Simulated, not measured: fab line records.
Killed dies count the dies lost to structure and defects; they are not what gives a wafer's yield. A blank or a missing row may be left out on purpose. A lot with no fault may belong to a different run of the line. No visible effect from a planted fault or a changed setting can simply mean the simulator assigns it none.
Chamber matching    flow gf180mcu    cmp-02 running GF_V5_CMP_04: 4 sister chambers
The step polishes SiO2. 8 wafers are shown with their chamber, then 9 later ones without.

WAFERS, EACH WITH ITS CHAMBER
wafer   chamber  motor_current_A (A)
L172.1  1        14.6
L174.5  3        11.1
L174.6  0        12.5
L181.5  3        11.2
L181.6  2        12.7
L185.1  2        12.8
L185.2  1        14.1
L185.3  0        12.2

WAFERS MISSING THEIR CHAMBER
wafer   motor_current_A (A)
L186.2  12.9
L186.3  10.6
L186.6  11.2
L188.2  14.5
L188.3  12.1
L188.4  13.2
L190.1  12.6
L190.3  10.9
L190.6  13.5

THE CHAMBER EACH PASSED THROUGH
wafer   from the rows above           in truth
L186.2  can't be placed: 2 or 0       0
L186.3  3                             3
L186.6  3                             3
L188.2  1                             1
L188.3  can't be placed: 0 or 2       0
L188.4  can't be placed: 2 or 0       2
L190.1  can't be placed: 2 or 0       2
L190.3  3                             3
L190.6  can't be placed: 2 or 1 or 0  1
Correctly placed: 4 of 9. From these rows, 5 cannot be placed; in 5 the true chamber is one of the candidates. Wrongly placed: 0.
How it was worked out, from the rows above alone: a wafer's distance from a chamber is the root of the sum, over the readings, of the square of ((its reading less the chamber's mean) divided by the reading's scatter). If the next closest chamber is less than 2 further off than the closest, the wafer can't be placed; otherwise it belongs to the closest. Each chamber's mean is taken over the wafers shown for it. The scatter: the root of (the sum of the squares of (reading less its chamber's mean) over the shown wafers, divided by (wafers less chambers)).
